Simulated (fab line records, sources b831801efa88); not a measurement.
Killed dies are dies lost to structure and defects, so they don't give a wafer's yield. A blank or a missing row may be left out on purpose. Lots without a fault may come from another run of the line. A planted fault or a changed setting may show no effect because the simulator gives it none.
Which tool did it? | flow gf180mcu | 7 lots, 21 wafers sampled, at 2 steps of a route of 602

WHAT THE GAUGES READ, wafer by wafer
GF_HV_LDD_TW_MEAS_23.
lot  | measured     | on            | HV_LDD_2_TW
L645 | day 11 01:29 | film_metro-02 | 1054 1061 1053
L647 | day 11 17:44 | film_metro-02 | 1060 1060 1063
L650 | day 12 19:18 | film_metro-01 | 1050 1051 1054
L655 | day 14 13:08 | film_metro-01 | 1053 1050 1052
L661 | day 16 07:29 | film_metro-02 | 1052 1051 1053
L663 | day 16 18:05 | film_metro-02 | 1055 1052 1049
L666 | day 17 15:39 | film_metro-01 | 1067 1067 1062

WHICH TOOL RAN EACH LOT (tool, then ch and the chambers of the sampled wafers, then the start)
lot  | GF_HV_LDD_STRIP_10
L645 | plasma_asher-03 ch 0,1, day 10 06:32
L647 | plasma_asher-04 ch 0,1, day 10 23:26
L650 | plasma_asher-03 ch 0,1, day 11 23:56
L655 | plasma_asher-04 ch 0,1, day 13 16:13
L661 | plasma_asher-02 ch 0,1, day 15 08:52
L663 | plasma_asher-02 ch 0,1, day 15 19:44
L666 | plasma_asher-04 ch 0,1, day 16 17:07
- GF_HV_LDD_STRIP_10: strips in O2/N2.

THE ANSWER, worked out from the rows above alone
Rule: what is usual is taken from the lots themselves. Put in order of their means at a reading, lots are off if they are a third of the lots or fewer, leave a main group of 4 or more, and stand apart from it by a gap of 3 or more times the standard deviation of the main group's means; of several such gaps the widest counts. A main group whose means are all the same, to the digits that the tables above print for the reading, isn't used. A lot without any number at a reading at which 4 lots or more have one is off too. The other lots that the step has rows for count as sound.
No lot is off at any reading shown: from this, nothing can be told.

WHAT THE SIMULATOR HAD PUT IN
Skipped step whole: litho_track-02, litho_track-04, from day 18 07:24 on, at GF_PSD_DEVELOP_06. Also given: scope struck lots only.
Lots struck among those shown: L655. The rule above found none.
